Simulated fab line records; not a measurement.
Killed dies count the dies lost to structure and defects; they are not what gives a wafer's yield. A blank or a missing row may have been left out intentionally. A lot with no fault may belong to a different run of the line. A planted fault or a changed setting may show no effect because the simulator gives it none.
A sampling plan put to the test | flow gf180mcu | 15 faults told of in these records, all on one fab line, each judged by the records of the lots it struck
Plan = the line's own looks (route steps where a gauge or an inspection reads the wafer without altering it). A look is open to judgement when struck wafers have a number at it and the file gives its usual mean and standard deviation on fault-free wafers. Caught: at a look after the fault's first step, the mean of the struck wafers lies 4 or more of those standard deviations (sigma) from the usual mean. On the tool: here the same test is run on the tool's own readings at the fault's steps. Caught also covers a different recipe on the struck wafers, or a record left blank for those wafers only.

== THE FAULTS, as the simulator had put them in ==
1. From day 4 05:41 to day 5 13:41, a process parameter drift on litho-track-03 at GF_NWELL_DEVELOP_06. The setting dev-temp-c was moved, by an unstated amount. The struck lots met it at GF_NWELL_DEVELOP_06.
2. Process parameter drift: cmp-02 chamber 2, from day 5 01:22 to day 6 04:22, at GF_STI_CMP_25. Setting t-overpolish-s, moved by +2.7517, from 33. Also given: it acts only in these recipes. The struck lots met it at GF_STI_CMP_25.
3. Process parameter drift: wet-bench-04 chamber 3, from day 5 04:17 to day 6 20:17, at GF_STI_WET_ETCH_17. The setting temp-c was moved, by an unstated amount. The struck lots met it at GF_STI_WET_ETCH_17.
4. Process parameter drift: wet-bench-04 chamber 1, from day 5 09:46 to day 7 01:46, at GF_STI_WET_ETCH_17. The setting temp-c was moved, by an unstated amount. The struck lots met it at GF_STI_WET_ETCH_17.
5. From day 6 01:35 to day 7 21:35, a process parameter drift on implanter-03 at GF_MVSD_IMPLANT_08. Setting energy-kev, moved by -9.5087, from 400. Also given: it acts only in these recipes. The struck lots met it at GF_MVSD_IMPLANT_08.
6. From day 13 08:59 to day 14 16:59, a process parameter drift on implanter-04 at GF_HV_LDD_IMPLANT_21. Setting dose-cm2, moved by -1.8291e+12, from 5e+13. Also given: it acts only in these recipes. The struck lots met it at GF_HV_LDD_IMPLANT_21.
7. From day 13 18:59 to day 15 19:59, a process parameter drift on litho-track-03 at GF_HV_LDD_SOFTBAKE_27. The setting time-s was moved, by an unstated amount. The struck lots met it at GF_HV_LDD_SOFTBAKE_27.
8. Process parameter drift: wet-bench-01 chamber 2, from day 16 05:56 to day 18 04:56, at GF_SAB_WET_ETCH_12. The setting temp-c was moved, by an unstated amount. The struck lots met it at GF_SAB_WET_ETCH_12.
9. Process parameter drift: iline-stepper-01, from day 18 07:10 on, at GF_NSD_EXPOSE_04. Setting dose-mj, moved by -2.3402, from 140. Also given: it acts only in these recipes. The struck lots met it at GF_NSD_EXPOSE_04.
10. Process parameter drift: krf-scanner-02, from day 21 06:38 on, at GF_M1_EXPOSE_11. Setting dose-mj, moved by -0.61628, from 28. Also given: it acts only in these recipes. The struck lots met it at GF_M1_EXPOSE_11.
11. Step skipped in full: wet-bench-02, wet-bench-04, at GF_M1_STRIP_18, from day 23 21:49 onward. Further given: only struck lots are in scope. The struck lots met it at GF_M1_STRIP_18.
12. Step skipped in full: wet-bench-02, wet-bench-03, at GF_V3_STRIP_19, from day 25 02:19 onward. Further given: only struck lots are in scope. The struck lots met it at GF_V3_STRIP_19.
13. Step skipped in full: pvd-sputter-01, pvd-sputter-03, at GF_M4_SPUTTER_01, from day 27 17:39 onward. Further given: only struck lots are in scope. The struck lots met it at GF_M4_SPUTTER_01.
14. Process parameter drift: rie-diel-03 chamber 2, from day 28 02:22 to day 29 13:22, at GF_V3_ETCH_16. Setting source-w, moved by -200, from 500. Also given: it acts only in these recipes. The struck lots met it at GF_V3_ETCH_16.
15. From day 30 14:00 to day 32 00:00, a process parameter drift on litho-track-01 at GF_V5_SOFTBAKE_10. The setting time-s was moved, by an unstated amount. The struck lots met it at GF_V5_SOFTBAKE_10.

== WHAT THE PLAN SAW ==
fault | on the tool itself                               | first look that catches it                      | reading, sigma | median hours from its first step to that look | hours from the fault's start to the first struck lot there | judged looks passed uncaught
1     | developer-temp-C -8.0 sigma                      | no look after it can be judged                  | -              | -                                             | -                                                          | 0
2     | overpolish-run-s +99 or beyond sigma             | none of the 3 looks that can be judged after it | -              | -                                             | -                                                          | 3
3     | temp-c -62 sigma                                 | none of the 3 looks that can be judged after it | -              | -                                             | -                                                          | 3
4     | temp-c -34 sigma                                 | not the one look that can be judged after it    | -              | -                                             | -                                                          | 1
5     | beam-energy-keV -72 sigma                        | not the one look that can be judged after it    | -              | -                                             | -                                                          | 1
6     | dose-ions-cm2 -30 sigma                          | none of the 2 looks that can be judged after it | -              | -                                             | -                                                          | 2
7     | run-length-s +26 sigma                           | no look after it can be judged                  | -              | -                                             | -                                                          | 0
8     | temp-c -68 sigma                                 | no look after it can be judged                  | -              | -                                             | -                                                          | 0
9     | exposure-dose-mJ-cm2 -14 sigma                   | not the one look that can be judged after it    | -              | -                                             | -                                                          | 1
10    | exposure-dose-mJ-cm2 -6.9 sigma                  | no look after it can be judged                  | -              | -                                             | -                                                          | 0
11    | the tool's record is blank for the struck wafers | no look after it can be judged                  | -              | -                                             | -                                                          | 0
12    | the tool's record is blank for the struck wafers | no look after it can be judged                  | -              | -                                             | -                                                          | 0
13    | the tool's record is blank for the struck wafers | not the one look that can be judged after it    | -              | -                                             | -                                                          | 1
14    | rf-fwd-power-W -94 sigma                         | no look after it can be judged                  | -              | -                                             | -                                                          | 0
15    | heater-power-total-W +27 sigma                   | none of the 2 looks that can be judged after it | -              | -                                             | -                                                          | 2
A dash: the fault isn't caught, or these records don't give the number.

Caught at a look: 0 of 15. Caught on the tool: 15 of 15. By one or the other: 15 of 15.
Caught on the tool alone: faults 1, 2, 3, 4, 5, 6, 7, 8, 9, 10, 11, 12, 13, 14, 15.
